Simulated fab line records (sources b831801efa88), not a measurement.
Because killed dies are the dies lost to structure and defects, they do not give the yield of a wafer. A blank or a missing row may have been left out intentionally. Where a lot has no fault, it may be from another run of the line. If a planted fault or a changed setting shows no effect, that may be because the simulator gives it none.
Which tool is to blame? | flow gf180mcu | Sampling: 14 lots, 42 wafers, 3 of 602 route steps

== WHAT THE GAUGES SHOWED, per wafer ==
GF_M4_RS_MEAS_05: measures by four-point-probe. Usual: for M4_ALCU_RS the level is 0.0696 ohm/sq and the standard deviation is 0.00067.
lot  | measured     | on           | M4_ALCU_RS (ohm/sq)  | flag
L133 | day 22 08:34 | filmMetro-03 | 0.0699 0.0689 0.0696 | 
L134 | day 22 19:44 | filmMetro-03 | 0.0706 0.0697 0.0702 | 
L135 | day 23 04:27 | filmMetro-03 | 0.0699 0.0694 0.0696 | 
L137 | day 24 01:53 | filmMetro-02 | 0.0700 0.0697 0.0697 | 
L138 | day 24 06:56 | filmMetro-04 | 0.0688 0.0695 0.0686 | 
L140 | day 25 01:29 | filmMetro-04 | 0.0690 0.0682 0.0687 | 
L141 | day 25 09:43 | filmMetro-04 | 0.0702 0.0703 0.0691 | 
L144 | day 26 12:06 | filmMetro-03 | 0.0690 0.0687 0.0690 | 
L152 | day 28 17:04 | filmMetro-03 | 0.0696 0.0691 0.0686 | 
L153 | day 28 22:08 | filmMetro-02 | 0.0690 0.0701 0.0704 | 
L155 | day 29 11:25 | filmMetro-02 | 0.0687 0.0699 0.0698 | 
L156 | day 29 18:46 | filmMetro-03 | 0.0692 0.0693 0.0689 | 

== WHAT TOOL EACH LOT RAN ON (gives the tool, then ch and the chambers of the sampled wafers, and finally the start) ==
lot  | GF_SALICIDE_WET_ETCH_07        | GF_M4_SPUTTER_01
L133 | wetBench-03 ch 2, day 15 01:27 | pvdSputter-02, day 22 08:27
L134 | wetBench-01 ch 0, day 15 10:53 | pvdSputter-04, day 22 19:34
L135 | wetBench-03 ch 0, day 15 20:10 | pvdSputter-03, day 23 04:18
L137 | wetBench-01 ch 1, day 16 16:35 | pvdSputter-04, day 24 01:44
L138 | wetBench-01 ch 0, day 16 23:23 | pvdSputter-02, day 24 06:48
L140 | wetBench-01 ch 0, day 17 15:25 | pvdSputter-02, day 25 01:21
L141 | wetBench-04 ch 1, day 18 01:32 | pvdSputter-03, day 25 09:35
L142 | wetBench-01 ch 0, day 18 08:51 | -
L143 | wetBench-04 ch 2, day 18 21:30 | -
L144 | wetBench-03 ch 0, day 19 07:11 | pvdSputter-04, day 26 11:56
L152 | wetBench-01 ch 2, day 21 23:02 | pvdSputter-03, day 28 16:55
L153 | wetBench-03 ch 3, day 22 06:22 | pvdSputter-03, day 28 21:59
L155 | wetBench-01 ch 0, day 22 21:23 | pvdSputter-02, day 29 11:16
L156 | wetBench-01 ch 3, day 23 07:02 | pvdSputter-03, day 29 18:39
- GF_SALICIDE_WET_ETCH_07: etches the open film in SPM, target depth 120 nm.
- GF_M4_SPUTTER_01: material TiN, target thk 30 nm, time 25 s.

== WHAT THE TOOLS THEMSELVES READ (means of the sampled wafers that have a number; where no wafer has one, the mark that the record gives instead) ==
GF_M4_SPUTTER_01. Usual: throttleValvePct at 29.8 %, with a standard deviation of 1.
lot  | tool          | throttleValvePct (%) | flag
L133 | pvdSputter-02 | 29.4                 | 
L134 | pvdSputter-04 | 30.8                 | 
L135 | pvdSputter-03 | 29.6                 | 
L137 | pvdSputter-04 | 30.5                 | 
L138 | pvdSputter-02 | 30.4                 | 
L140 | pvdSputter-02 | 30.4                 | 
L141 | pvdSputter-03 | 29.2                 | 
L144 | pvdSputter-04 | 30.6                 | 
L152 | pvdSputter-03 | 29.2                 | 
L153 | pvdSputter-03 | 29.3                 | 
L155 | pvdSputter-02 | 28.9                 | 
L156 | pvdSputter-03 | 29.4                 | 

== THE ANSWER, worked out from the rows above alone ==
Rule: take the mean of a lot's wafers that have a number; if it is more than 3 standard deviations from the usual mean, the lot is off. Also off: a lot with no number at a reading for which 4 or more lots have one. Any other lot the step has rows for is counted as sound. Order of review: gauges by route order, followed by the tools' own readings, for which a lot's mean as printed above is used. The first step at which some lot is off is used, and at that step the reading that is off furthest; a lot without a number counts as furthest.
None of the lots is off at any reading shown; this tells nothing.

== WHAT THE SIMULATOR PUT IN ==
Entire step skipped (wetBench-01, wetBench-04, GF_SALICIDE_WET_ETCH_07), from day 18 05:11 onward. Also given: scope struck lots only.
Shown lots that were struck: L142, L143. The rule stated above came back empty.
